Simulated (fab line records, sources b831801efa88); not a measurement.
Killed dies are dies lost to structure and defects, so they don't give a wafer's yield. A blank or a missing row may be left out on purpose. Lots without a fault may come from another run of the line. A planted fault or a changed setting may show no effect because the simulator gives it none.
Chamber matching | flow gf180mcu | GF_V3_CMP_26 on cmp-01: 4 sister chambers
The step polishes, stops on SiO2, t overpolish 15 s, target thk 0 nm. 8 wafers are shown with their chamber, then 12 later ones without.

WAFERS WITH THEIR CHAMBER
wafer  | chamber | motor_current_A (A) | overpolish_run_s (s)
L085.5 | 3       | 8.8                 | 14.992
L085.6 | 2       | 9.7                 | 15.009
L086.3 | 1       | 12.0                | 15.002
L086.4 | 0       | 11.8                | 14.995
L086.5 | 2       | 9.5                 | 15.018
L087.2 | 0       | 11.9                | 15.011
L087.3 | 1       | 12.0                | 15.005
L087.5 | 3       | 8.6                 | 15.014

WAFERS WITHOUT THEIR CHAMBER
wafer  | motor_current_A (A) | overpolish_run_s (s)
L088.3 | 11.5                | 15.006
L088.5 | 9.6                 | 14.996
L088.6 | 8.6                 | 14.987
L090.2 | 12.1                | 15.001
L090.4 | 11.6                | 14.996
L090.5 | 12.7                | 14.994
L091.3 | 11.5                | 14.994
L091.4 | 8.2                 | 15.008
L091.5 | 11.3                | 15.014
L097.1 | 11.8                | 15.000
L097.3 | 9.3                 | 15.005
L097.5 | 11.8                | 15.006

WHICH CHAMBER EACH WENT THROUGH
wafer  | from the rows above     | in truth
L088.3 | can't be placed: 0 or 1 | 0
L088.5 | 2                       | 2
L088.6 | 3                       | 3
L090.2 | can't be placed: 1 or 0 | 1
L090.4 | can't be placed: 0 or 1 | 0
L090.5 | can't be placed: 1 or 0 | 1
L091.3 | can't be placed: 0 or 1 | 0
L091.4 | 3                       | 3
L091.5 | can't be placed: 0 or 1 | 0
L097.1 | can't be placed: 0 or 1 | 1
L097.3 | 2                       | 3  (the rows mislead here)
L097.5 | can't be placed: 0 or 1 | 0
Placed correctly: 3 of 12. Can't be placed from these rows: 8 (the true chamber is among the candidates in 8). Placed wrongly: 1.
How it was worked out, from the rows above alone: a wafer's distance from a chamber is the root of the sum, over the readings, of the square of ((its reading less the chamber's mean) divided by the reading's scatter). The wafer belongs to the nearest chamber; if the next one is less than 2 further off, it can't be placed. A chamber's mean is the mean of its shown wafers. The scatter: the root of (the sum of the squares of (reading less its chamber's mean) over the shown wafers, divided by (wafers less chambers)).
